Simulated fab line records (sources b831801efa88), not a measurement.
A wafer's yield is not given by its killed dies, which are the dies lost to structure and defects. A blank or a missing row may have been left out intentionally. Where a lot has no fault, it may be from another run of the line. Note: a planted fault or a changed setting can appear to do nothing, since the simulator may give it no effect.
Chamber matching | flow gf180mcu | GF_CONTACT_CMP_27 on cmp-02 has 4 sister chambers
The step polishes, stops on SiO2, t overpolish 15 s, target thk 0 nm. 8 wafers are shown with their chamber, then 9 later ones without.

## WAFERS PAIRED WITH THEIR CHAMBERS
wafer  | chamber | motorCurrentA (A) | slurryFilterDpKPa (kPa)
L823.6 | 2       | 10.2              | 13.41
L833.2 | 3       | 10.0              | 13.59
L833.5 | 0       | 9.9               | 13.73
L834.1 | 2       | 10.8              | 13.57
L834.5 | 1       | 12.7              | 13.46
L836.1 | 1       | 12.7              | 13.62
L836.2 | 3       | 10.9              | 13.57
L836.5 | 0       | 9.2               | 13.60

## WAFERS MISSING THEIR CHAMBER
wafer  | motorCurrentA (A) | slurryFilterDpKPa (kPa)
L837.2 | 11.0              | 13.48
L837.3 | 10.2              | 13.31
L837.6 | 9.8               | 13.33
L841.2 | 11.8              | 13.70
L841.4 | 10.7              | 13.65
L841.5 | 10.7              | 13.54
L843.2 | 8.7               | 13.32
L843.3 | 10.6              | 13.49
L843.4 | 12.1              | 13.42

## EACH ONE'S CHAMBER
wafer  | from the rows above          | in truth
L837.2 | can't be placed: 2 or 3      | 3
L837.3 | can't be placed: 2 or 3      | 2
L837.6 | can't be placed: 2 or 3 or 0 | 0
L841.2 | can't be placed: 1 or 3 or 2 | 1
L841.4 | can't be placed: 3 or 2 or 0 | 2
L841.5 | can't be placed: 2 or 3      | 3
L843.2 | can't be placed: 0 or 2 or 3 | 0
L843.3 | can't be placed: 2 or 3      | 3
L843.4 | can't be placed: 1 or 2      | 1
Correctly placed: 0 of 9. Cannot be placed on the basis of these rows: 9; the candidates contain the true chamber in 9. 0 placed wrongly.
How it was worked out, from the rows above alone: a wafer's distance from a chamber is the root of the sum, over the readings, of the square of ((its reading less the chamber's mean) divided by the reading's scatter). The wafer belongs to the nearest chamber; if the next one is less than 2 further off, it can't be placed. A chamber's mean is the mean of its shown wafers. How the scatter is found: for the shown wafers, subtract from each reading the mean of its chamber, square and add these, divide the total by (wafers less chambers), then take the root.
